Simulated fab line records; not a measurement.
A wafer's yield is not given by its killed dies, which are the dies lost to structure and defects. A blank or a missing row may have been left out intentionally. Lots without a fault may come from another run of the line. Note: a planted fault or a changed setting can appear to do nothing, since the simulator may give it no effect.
fab line records    flow sky130
record lots=6  wafers=18  last-day=50
route steps=708 shown FIELD_ISO@1 PAD_OPEN@708
lots that met no fault: taken from a fault-free run of the same line
start-h: hours from the record's first day to the start of the lot's first wafer shown    wait-h: how many hours have passed since the lot's step before this one    " unchanged from the row above    L1.1+2: one row covering several wafers at once    - no value, or no start was given    * or withheld: withheld    < > ~ a bound
route shown NAME@n: NAME is a module with steps in the file, n the number in the route of the first one    usual: the fault-free wafers' mean and standard deviation    same: alike in all rows    chamber/n: place in a boat    sites: per-site readings    _std_site: how widely they spread, as a standard deviation    _edge_site: inner sites' mean taken away from outer sites' mean    radius-mm: for every site, how far away it sits from the centre of the wafer    mask NAME#n: copy n    behind: the tool/chamber that last shaped the wafer    hold: reason for holding the lot/hours on hold/outcome of the hold    device: the n, p or np transistor that did not switch    end of line: at the end of the route, the tests of the same wafers    for a step that has no rows: nothing shown but its recipe    killed: not the wafer's yield, but the dies lost to structure and defects at the first sort    map: a wafer's dies, x killed, . not, _ none there
set.NAME: the setting that was run; set.NAME@STEP: the one run at that earlier step    model.NAME: the simulator's own value behind a step, which no gauge read
lots seen at some steps along the route; tables by step, rows by wafer
services: when a tool's chamber went out of use (start-h, in hours from the record's first day, below 0 if earlier), for how many hours, and the reason
## steps
# step SKY_FIELD_ISO_BOW_MEAS_00
# recipe mode=bow
# usual INCOMING_BOW=1/6.1
lot.wafer  tool           chamber  start-h  wait-h  INCOMING_BOW[um]
L927.2     film-metro-04  -        40.02    -       5
L927.4     "              -        "        "       4
L927.5     "              -        "        "       13
L928.1     film-metro-04  -        45.00    -       7
L928.2     "              -        "        "       2
L928.6     "              -        "        "       -1
L935.4     film-metro-04  -        80.06    -       -8
L935.5     "              -        "        "       5
L935.6     "              -        "        "       -8
L937.1     film-metro-04  -        90.00    -       5
L937.5     "              -        "        "       4
L937.6     "              -        "        "       5
L941.1     film-metro-04  -        110.00   -       -11
L941.2     "              -        "        "       -1
L941.3     "              -        "        "       2
L942.1     film-metro-01  -        115.00   -       8
L942.2     "              -        "        "       -14
L942.4     "              -        "        "       -6
# step SKY_FIELD_ISO_OXIDATION_01
# recipe temp-c=894.9  ambient=O2  stabilise-s=600  purge-s=300  target-thk-a=120  ox-time-s=1843
# step SKY_FIELD_ISO_THK_MEAS_02
# recipe reads=SiO2_of_FIELD_ISO_OXIDATION_01
# usual FIELD_ISO_OXIDATION_00_THK=11.28/0.24
lot.wafer  tool           chamber  start-h  wait-h  FIELD_ISO_OXIDATION_00_THK[nm]
L927.2     film-metro-04  -        42.09    0.0     11.07
L927.4     "              -        "        "       11.20
L927.5     "              -        "        "       11.29
L928.1     film-metro-03  -        47.74    0.0     11.49
L928.2     "              -        "        "       11.77
L928.6     "              -        "        "       11.60
L935.4     film-metro-01  -        81.66    0.0     11.23
L935.5     "              -        "        "       11.08
L935.6     "              -        "        "       11.38
L937.1     film-metro-01  -        91.63    0.0     11.19
L937.5     "              -        "        "       11.36
L937.6     "              -        "        "       11.20
L941.1     film-metro-03  -        111.79   0.0     11.22
L941.2     "              -        "        "       11.27
L941.3     "              -        "        "       11.48
L942.1     film-metro-01  -        117.15   0.0     11.32
L942.2     "              -        "        "       11.24
L942.4     "              -        "        "       11.37
# step SKY_FIELD_ISO_CVD_03
# recipe material=Si3N4  precursor=DCS/NH3  target-thk-nm=165  temp-c=770  time-s=2830  pressure-mtorr=250
# step SKY_FIELD_ISO_THK_MEAS_04
# recipe reads=Si3N4_of_FIELD_ISO_CVD_03
# usual FIELD_ISO_CVD_03_THK=165.2/1.5
lot.wafer  tool           chamber  start-h  wait-h  FIELD_ISO_CVD_03_THK[nm]
L927.2     film-metro-03  -        43.94    0.0     162.7
L927.4     "              -        "        "       162.8
L927.5     "              -        "        "       163.1
L928.1     film-metro-01  -        49.58    0.0     162.5
L928.2     "              -        "        "       163.5
L928.6     "              -        "        "       162.9
L935.4     film-metro-01  -        83.51    0.0     165.7
L935.5     "              -        "        "       166.1
L935.6     "              -        "        "       167.3
L937.1     film-metro-04  -        93.48    0.0     165.9
L937.5     "              -        "        "       165.4
L937.6     "              -        "        "       166.8
L941.1     film-metro-04  -        113.87   0.0     165.9
L941.2     "              -        "        "       166.6
L941.3     "              -        "        "       166.9
L942.1     film-metro-03  -        119.12   0.0     166.9
L942.2     "              -        "        "       166.4
L942.4     "              -        "        "       165.6
# step SKY_FIELD_ISO_DEHYDRATE_05
# recipe temp-c=200  time-s=60
# step SKY_FIELD_ISO_HMDS_06
# recipe prime-time-s=60  prime-temp-c=120
# step SKY_FIELD_ISO_COAT_07
# recipe resist=BARC  temp-c=withheld  time-s=withheld  spin-rpm=3000  resist-thk-nm=59.51
# step SKY_FIELD_ISO_COAT_08
# recipe resist=KrF-thick  spin-rpm=3000  resist-thk-nm=450
# usual spin-speed-rpm=2999.7/1.8
lot.wafer  tool            chamber  start-h  wait-h  spin-speed-rpm  model.KrF-thick_of_FIELD_ISO_COAT_08.thk-nm
L927.2     litho-track-02  0        51       -       2998.5          451.3
L927.4     "               0        "        "       2999.7          449.9
L927.5     "               0        "        "       2999.0          450.9
L928.1     litho-track-04  0        57       -       2997.2          451.2
L928.2     "               0        "        "       2999.8          452.4
L928.6     "               0        "        "       2997.3          451.1
L935.4     litho-track-02  0        91       -       2658.5          478
L935.5     "               0        "        "       2659.8          479
L935.6     "               0        "        "       2659.4          478.3
L937.1     litho-track-02  0        102      -       2662.8          480.1
L937.5     "               0        "        "       2659.4          478.9
L937.6     "               0        "        "       2658.3          480.7
L941.1     litho-track-04  0        123      -       2998.7          450.3
L941.2     "               0        "        "       2999.4          448.5
L941.3     "               0        "        "       2999.1          449
L942.1     litho-track-04  0        128      -       3001.7          449.8
L942.2     "               0        "        "       3000.9          451
L942.4     "               0        "        "       2998.4          451.3
# step SKY_FIELD_ISO_SOFTBAKE_09
# recipe temp-c=100  time-s=90  resist=KrF-thick
# step SKY_FIELD_ISO_EXPOSE_10
# recipe mask-id=FOM  na=0.68  source-shape=annular  sigma-inner=0.4  sigma-outer=0.8  target-cd-nm=150  dose-mj=28
# step SKY_FIELD_ISO_PEB_11
# recipe peb-temp-c=withheld  peb-time-s=withheld  resist=KrF-thick
# step SKY_FIELD_ISO_DEVELOP_12
# recipe develop-time-s=60  resist=KrF-thick  dev-temp-c=21
# step SKY_FIELD_ISO_CD_MEAS_13
# recipe target-cd-nm=150
# usual cd-nm=149.6/1.3
lot.wafer  tool       chamber  start-h  wait-h  cd-nm
L927.2     cd-sem-02  -        58.98    -       149.0
L927.4     "          -        "        "       149.7
L927.5     "          -        "        "       148.7
L928.1     cd-sem-02  -        64.69    -       149.1
L928.2     "          -        "        "       148.6
L928.6     "          -        "        "       149.3
L935.4     cd-sem-02  -        100.47   -       152.8
L935.5     "          -        "        "       152.4
L935.6     "          -        "        "       151.8
L937.1     cd-sem-01  -        111.45   -       150.8
L937.5     "          -        "        "       151.5
L937.6     "          -        "        "       151.8
L941.1     cd-sem-02  -        132.41   -       150.7
L941.2     "          -        "        "       148.9
L941.3     "          -        "        "       150.5
L942.1     cd-sem-02  -        138.19   -       149.9
L942.2     "          -        "        "       151.3
L942.4     "          -        "        "       150.1
# step SKY_FIELD_ISO_ETCH_14
# recipe chemistry=N2/H2  target=BARC  ion-energy-ev=200  source-w=500  bias-w=100  pressure-mtorr=30  n2-flow-sccm=100  h2-flow-sccm=200  stop-on=SiO2  time-s=45.9  target-depth-a=600
# usual drypump-motor-current-A=5.7/0.57  oes-product-au=0.851/0.005  throttle-valve-pct=13.225/0.0089
lot.wafer  tool         chamber  start-h  wait-h  drypump-motor-current-A  oes-product-au  rf-hours-counter-h  throttle-valve-pct
L927.2     rie-diel-04  3        59.08    0.1     6.3                      0.856           4                   13.208
L927.4     "            2        "        "       6.4                      0.855           166                 13.222
L927.5     "            3        "        "       6.3                      0.845           -                   13.227
L928.1     rie-diel-04  0        64.81    0.1     5.9                      0.848           79                  13.234
L928.2     "            1        "        "       6.3                      0.845           165                 13.219
L928.6     "            3        "        "       6.3                      0.862           -                   13.229
L935.4     rie-diel-01  1        100.53   0.0     4.9                      0.851           71                  13.228
L935.5     "            0        "        "       5.8                      0.861           -                   13.220
L935.6     "            1        "        "       4.9                      0.847           -                   13.222
L937.1     rie-diel-04  1        111.57   0.1     6.3                      0.849           166                 13.222
L937.5     "            1        "        "       6.3                      0.858           -                   13.233
L937.6     "            3        "        "       6.3                      0.844           -                   13.222
L941.1     rie-diel-04  3        132.53   0.1     6.3                      0.857           6                   13.229
L941.2     "            2        "        "       6.4                      0.847           0                   13.224
L941.3     "            0        "        "       5.9                      0.853           81                  13.233
L942.1     rie-diel-01  0        138.31   0.1     5.8                      0.853           65                  13.230
L942.2     "            2        "        "       5.1                      0.847           115                 13.232
L942.4     "            3        "        "       4.8                      0.852           43                  13.229
# step SKY_FIELD_ISO_ETCH_15
# recipe chemistry=CHF3/O2  target-depth-nm=180  stop-on=Si  source-w=600  bias-w=200  pressure-mtorr=40  chf3-flow-sccm=50  O2_flow_sccm=5  time-s=72
# usual drypump-motor-current-A=5.7/0.57  oes-product-au=0.947/0.0069  throttle-valve-pct=8.845/0.0094
lot.wafer  tool         chamber  start-h  wait-h  drypump-motor-current-A  oes-product-au  rf-hours-counter-h  throttle-valve-pct  model.KrF-thick_of_FIELD_ISO_COAT_08.thk-nm
L927.2     rie-diel-04  3        59.12    0.0     6.3                      0.937           4                   8.842               234.4
L927.4     "            2        "        "       6.4                      0.936           166                 8.839               234.5
L927.5     "            3        "        "       6.3                      0.937           -                   8.868               232.8
L928.1     rie-diel-04  0        64.85    0.0     5.9                      0.932           79                  8.832               238.3
L928.2     "            1        "        "       6.3                      0.940           165                 8.852               240.3
L928.6     "            3        "        "       6.3                      0.939           -                   8.855               236.2
L935.4     rie-diel-01  1        100.57   0.0     4.9                      0.945           71                  8.855               266.1
L935.5     "            0        "        "       5.8                      0.947           -                   8.852               265.3
L935.6     "            1        "        "       4.9                      0.961           -                   8.854               266.9
L937.1     rie-diel-04  1        111.61   0.0     6.3                      0.953           166                 8.852               269
L937.5     "            1        "        "       6.3                      0.953           -                   8.848               265.6
L937.6     "            3        "        "       6.3                      0.959           -                   8.835               264.8
L941.1     rie-diel-04  3        132.57   0.0     6.3                      0.947           6                   8.838               235.4
L941.2     "            2        "        "       6.4                      0.943           0                   8.843               239.3
L941.3     "            0        "        "       5.9                      0.947           81                  8.851               236.1
L942.1     rie-diel-01  0        138.35   0.0     5.8                      0.947           65                  8.838               238.5
L942.2     "            2        "        "       5.1                      0.947           115                 8.859               238.9
L942.4     "            3        "        "       4.8                      0.945           43                  8.859               242
# step SKY_FIELD_ISO_STRIP_16
# recipe chemistry=O2/N2  power-w=1400  pressure-mtorr=1500  platen-temp-c=withheld  o2-flow-sccm=3000  n2-flow-sccm=300  overash-fraction=0.5
# usual drypump-motor-current-A=5.53/0.29  oes-product-au=0.378/0.0047  strip-time-to-endpoint-s=3.541/0.026
# same overash-fraction=0.5
lot.wafer  tool             chamber  start-h  wait-h  drypump-motor-current-A  oes-product-au  rf-hours-counter-h  strip-time-to-endpoint-s
L927.2     plasma-asher-02  0        59.18    0.0     5.25                     0.372           38                  3.526
L927.4     "                1        "        "       6.12                     0.373           -                   3.540
L927.5     "                0        "        "       5.25                     0.385           -                   3.515
L928.1     plasma-asher-01  1        64.91    0.0     5.51                     0.373           38                  3.572
L928.2     "                0        "        "       5.34                     0.381           38                  3.583
L928.6     "                1        "        "       5.50                     0.383           -                   3.554
L935.4     plasma-asher-03  1        100.66   0.1     5.27                     0.395           -                   3.874
L935.5     "                1        "        "       5.27                     0.392           -                   3.837
L935.6     "                0        "        "       5.74                     0.392           -                   3.870
L937.1     plasma-asher-01  1        111.66   0.0     5.53                     0.384           43                  3.873
L937.5     "                0        "        "       5.32                     0.393           -                   3.854
L937.6     "                1        "        "       5.50                     0.387           -                   3.842
L941.1     plasma-asher-02  0        132.63   0.0     5.26                     0.380           1                   3.535
L941.2     "                1        "        "       6.16                     0.380           1                   3.584
L941.3     "                0        "        "       5.24                     0.383           -                   3.540
L942.1     plasma-asher-01  1        138.41   0.0     5.55                     0.382           45                  3.580
L942.2     "                0        "        "       5.37                     0.370           45                  3.566
L942.4     "                0        "        "       5.37                     0.378           -                   3.591
# step SKY_FIELD_ISO_ETCH_17
# recipe target-depth-a=3420  mask-material=Si3N4  chemistry=HBr/Cl2/O2  target=Si  taper-deg=5  icp-w=600  bias-w=150  pressure-mtorr=15  HBr_flow_sccm=150  Cl2_flow_sccm=40  O2_flow_sccm=6  time-s=97.7
# usual drypump-motor-current-A=5.6/0.41  oes-product-au=0.998/0.0085  throttle-valve-pct=25.658/0.01
lot.wafer  tool       chamber  start-h  wait-h  drypump-motor-current-A  oes-product-au  rf-hours-counter-h  throttle-valve-pct
L927.2     rie-si-01  1        59.28    0.1     5.6                      1.000           9                   25.652
L927.4     "          1        "        "       5.6                      0.999           -                   25.650
L927.5     "          3        "        "       5.3                      1.003           -                   25.657
L928.1     rie-si-02  2        65.01    0.1     5.2                      1.001           67                  25.662
L928.2     "          0        "        "       5.3                      0.990           69                  25.656
L928.6     "          2        "        "       5.2                      1.005           -                   25.660
L935.4     rie-si-01  0        100.73   0.0     6.2                      0.997           43                  25.663
L935.5     "          1        "        "       5.6                      0.999           -                   25.665
L935.6     "          2        "        "       6.4                      0.976           -                   25.673
L937.1     rie-si-01  0        111.76   0.1     6.2                      1.012           43                  25.649
L937.5     "          2        "        "       6.3                      0.999           -                   25.661
L937.6     "          1        "        "       5.6                      1.007           -                   25.658
L941.1     rie-si-02  2        132.73   0.1     5.2                      1.004           68                  25.656
L941.2     "          3        "        "       5.6                      1.006           58                  25.632
L941.3     "          0        "        "       5.3                      0.997           70                  25.659
L942.1     rie-si-02  1        138.51   0.1     5.3                      1.011           82                  25.658
L942.2     "          3        "        "       5.6                      0.994           58                  25.668
L942.4     "          0        "        "       5.3                      0.995           70                  25.678
# step SKY_PAD_OPEN_PROBE_99
# usual killed_at_M0_to_M3=44/6.3  killed_at_M4_up=3.1/2  killed-at-contacts=24/4.8  killed-at-front-end=15/4.6  killed-at-other=0.2/0.51  killed-dies=87/8.4  killed-open=48/6.4  killed-short=39/5.9
# same gross-dies=492  killed-at-back-side=0
lot.wafer  tool       chamber  start-h  wait-h  killed_at_M0_to_M3  killed_at_M4_up  killed-at-contacts  killed-at-front-end  killed-at-other  killed-dies  killed-open  killed-short
L927.2     prober-02  -        1104.53  0.1     40                  3                23                  13                   0                79           39           40
L927.4     prober-02  -        1104.63  0.2     50                  2                20                  30                   0                102          62           40
L927.5     prober-02  -        1104.68  0.2     40                  1                37                  19                   0                97           59           38
L928.1     prober-01  -        1112.98  0.1     43                  4                28                  22                   0                97           57           40
L928.2     prober-01  -        1113.03  0.1     45                  4                28                  14                   0                91           46           45
L928.6     prober-01  -        1113.23  0.2     46                  4                17                  17                   0                84           47           37
L935.4     prober-02  -        1154.60  0.2     59                  3                16                  13                   0                91           50           41
L935.5     prober-02  -        1154.65  0.2     50                  4                23                  14                   0                91           53           38
L935.6     prober-02  -        1154.70  0.2     44                  3                32                  12                   0                91           47           44
L937.1     prober-02  -        1169.26  0.1     48                  1                28                  21                   1                99           51           48
L937.5     prober-02  -        1169.46  0.2     40                  3                25                  14                   1                83           49           34
L937.6     prober-02  -        1169.51  0.2     45                  4                22                  23                   0                94           44           50
L941.1     prober-02  -        1187.95  0.1     42                  0                30                  11                   0                83           40           43
L941.2     prober-02  -        1188.00  0.1     43                  3                24                  17                   0                87           53           34
L941.3     prober-02  -        1188.05  0.2     48                  3                24                  11                   0                86           47           39
L942.1     prober-01  -        1188.59  0.1     43                  3                22                  23                   0                91           50           41
L942.2     prober-01  -        1188.64  0.1     44                  1                25                  7                    0                77           42           35
L942.4     prober-01  -        1188.74  0.2     53                  3                25                  12                   0                93           51           42
# killed by level:class
L927.2 CONTACT:geometric-particle:open=7 VIA2:geometric-particle:open=7 VIA3:geometric-particle:open=7 CONTACT:geometric-particle:short=6 LI_CONTACT:geometric-particle:short=5 VIA1:geometric-particle:open=5 VIA1:geometric-particle:short=4 METAL2:geometric-particle:short=4
L927.4 VIA1:geometric-particle:open=13 CONTACT:geometric-particle:open=8 FIELD_ISO:geometric-particle:open=7 METAL2:geometric-particle:short=7 POLY_GATE:geometric-particle:short=6 POLY_GATE:geometric-particle:open=6 VIA2:geometric-particle:open=6 VIA3:geometric-particle:open=6
L927.5 CONTACT:geometric-particle:open=15 LI_CONTACT:geometric-particle:short=8 VIA1:geometric-particle:open=8 VIA1:geometric-particle:short=7 VIA3:geometric-particle:open=7 FIELD_ISO:geometric-particle:open=6 LI_CONTACT:geometric-particle:open=6 FIELD_ISO:geometric-particle:short=5
L928.1 LI_CONTACT:geometric-particle:open=11 VIA1:geometric-particle:open=11 POLY_GATE:geometric-particle:open=10 CONTACT:geometric-particle:open=10 METAL1:geometric-particle:short=6 FIELD_ISO:geometric-particle:open=5 METAL2:geometric-particle:short=5 VIA2:geometric-particle:short=5
L928.2 CONTACT:geometric-particle:short=9 CONTACT:geometric-particle:open=9 VIA1:geometric-particle:open=8 VIA2:geometric-particle:open=8 METAL1:geometric-particle:short=7 VIA3:geometric-particle:open=7 LI_CONTACT:geometric-particle:short=5 METAL2:geometric-particle:short=5
L928.6 VIA1:geometric-particle:open=13 CONTACT:geometric-particle:open=9 METAL2:geometric-particle:short=7 VIA2:geometric-particle:open=7 FIELD_ISO:geometric-particle:open=6 VIA1:geometric-particle:short=5 POLY_GATE:geometric-particle:short=4 VIA3:geometric-particle:open=4
L935.4 VIA1:geometric-particle:open=15 VIA1:geometric-particle:short=8 METAL2:geometric-particle:short=8 LI_CONTACT:geometric-particle:open=7 CONTACT:geometric-particle:open=7 METAL1:geometric-particle:short=7 FIELD_ISO:geometric-particle:short=5 VIA2:geometric-particle:open=5
L935.5 LI_CONTACT:geometric-particle:open=9 VIA3:geometric-particle:open=9 VIA1:geometric-particle:open=8 METAL2:geometric-particle:short=7 CONTACT:geometric-particle:open=6 VIA2:geometric-particle:open=6 LI_CONTACT:geometric-particle:short=5 FIELD_ISO:geometric-particle:open=4
L935.6 LI_CONTACT:geometric-particle:open=11 CONTACT:geometric-particle:open=9 VIA1:geometric-particle:open=9 METAL2:geometric-particle:short=7 VIA3:geometric-particle:short=6 VIA3:geometric-particle:open=6 VIA2:geometric-particle:open=5 POLY_GATE:geometric-particle:short=5
L937.1 METAL1:geometric-particle:short=11 LI_CONTACT:geometric-particle:open=10 METAL3:geometric-particle:short=9 CONTACT:geometric-particle:open=8 FIELD_ISO:geometric-particle:open=7 VIA3:geometric-particle:open=7 POLY_GATE:geometric-particle:open=6 CONTACT:geometric-particle:short=6
L937.5 VIA1:geometric-particle:open=10 VIA2:geometric-particle:open=10 METAL2:geometric-particle:short=8 CONTACT:geometric-particle:open=7 LI_CONTACT:geometric-particle:open=6 LI_CONTACT:geometric-particle:short=5 VIA3:geometric-particle:open=5 FIELD_ISO:geometric-particle:open=4
L937.6 VIA1:geometric-particle:open=8 METAL2:geometric-particle:short=8 VIA1:geometric-particle:short=7 POLY_GATE:geometric-particle:open=6 CONTACT:geometric-particle:open=6 CONTACT:geometric-particle:short=6 LI_CONTACT:geometric-particle:open=5 METAL1:geometric-particle:short=5
L941.1 CONTACT:geometric-particle:open=11 VIA3:geometric-particle:open=7 METAL1:geometric-particle:short=7 LI_CONTACT:geometric-particle:open=6 CONTACT:geometric-particle:short=6 METAL2:geometric-particle:short=6 VIA2:geometric-particle:open=4 VIA1:geometric-particle:open=4
L941.2 VIA2:geometric-particle:open=9 CONTACT:geometric-particle:open=8 VIA1:geometric-particle:open=8 FIELD_ISO:geometric-particle:open=6 VIA3:geometric-particle:open=6 LI_CONTACT:geometric-particle:open=5 LOCAL_INTERCONNECT:geometric-particle:short=5 METAL2:geometric-particle:short=5
L941.3 CONTACT:geometric-particle:open=12 VIA1:geometric-particle:open=12 METAL1:geometric-particle:short=8 FIELD_ISO:geometric-particle:short=6 VIA3:geometric-particle:open=5 VIA1:geometric-particle:short=5 CONTACT:geometric-particle:short=4 VIA2:geometric-particle:open=4
L942.1 VIA1:geometric-particle:open=11 VIA3:geometric-particle:open=8 FIELD_ISO:geometric-particle:open=7 CONTACT:geometric-particle:open=6 FIELD_ISO:geometric-particle:short=5 POLY_GATE:geometric-particle:open=5 LOCAL_INTERCONNECT:geometric-particle:short=5 METAL2:geometric-particle:short=5
L942.2 VIA1:geometric-particle:open=12 CONTACT:geometric-particle:open=11 LI_CONTACT:geometric-particle:open=8 METAL1:geometric-particle:short=8 VIA1:geometric-particle:short=6 LOCAL_INTERCONNECT:geometric-particle:short=5 VIA2:geometric-particle:short=4 VIA3:geometric-particle:open=4
L942.4 VIA1:geometric-particle:open=14 VIA1:geometric-particle:short=10 LI_CONTACT:geometric-particle:open=8 CONTACT:geometric-particle:open=7 VIA3:geometric-particle:open=6 VIA2:geometric-particle:open=5 METAL1:geometric-particle:open=5 METAL2:geometric-particle:short=5
## services
tool             chamber  start-h  hours  kind
rie-diel-01      2        33.72    2.4    repair
rie-si-01        2        41.63    -      clean
rie-si-01        2        41.63    24.3   scheduled-down
rie-si-01        2        41.63    24.3   vent-cycle
rie-si-02        -        46.45    1.7    repair
plasma-asher-01  -        58.50    1.2    repair
rie-si-01        -        66.19    0.6    repair
rie-diel-01      1        92.22    4.2    repair
rie-diel-04      -        95.62    7.6    repair
rie-diel-01      -        97.13    0.8    repair
rie-diel-04      2        103.26   -      clean
rie-diel-04      2        103.26   21.7   scheduled-down
rie-diel-04      2        103.26   21.7   vent-cycle
plasma-asher-02  -        108.75   9.0    pm
plasma-asher-02  0        108.75   9.0    vent-cycle
plasma-asher-02  1        108.75   9.0    vent-cycle
plasma-asher-02  0        117.75   -      clean
plasma-asher-02  1        117.75   -      clean
rie-si-01        0        119.22   6.3    repair
rie-diel-04      1        124.98   -      clean
rie-diel-04      1        124.98   22.5   scheduled-down
rie-diel-04      1        124.98   22.5   vent-cycle
plasma-asher-02  -        135.73   6.5    repair
## key
first-sign step=SKY_FIELD_ISO_COAT_08  reading=spin-speed-rpm  direction=down  sigmas=99+  usual=2999.7  struck=2659.7
effect step=SKY_FIELD_ISO_STRIP_16  reading=strip-time-to-endpoint-s  direction=up  sigmas=12  usual=*  struck=*
model-effect step=SKY_FIELD_ISO_COAT_08  value=KrF-thick_of_FIELD_ISO_COAT_08.thk-nm  without=451.2  struck=479.2
model-effect step=SKY_FIELD_ISO_ETCH_15  value=KrF-thick_of_FIELD_ISO_COAT_08.thk-nm  without=238.3  struck=266.3
met-at SKY_FIELD_ISO_COAT_08
struck-wafers L935.4,L935.5,L935.6,L937.1,L937.5,L937.6
tester-left-out L935,L937
onset-between 51 91
fault kind=process-parameter-drift  tool=litho-track-02  chamber=-  onset-h=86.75  steps=SKY_FIELD_ISO_COAT_08  channel=spin-rpm  offset=-340.41  shape=step  end-h=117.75  acts-in=these-recipes-only  stated=3000
# tester-left-out: of these lots the tester's yield and bins aren't shown, on N5 and GAA mostly nor the transistor test; their killed dies are dies lost to structure and defects alone, not to doping, threshold or leakage, so they don't give the yield
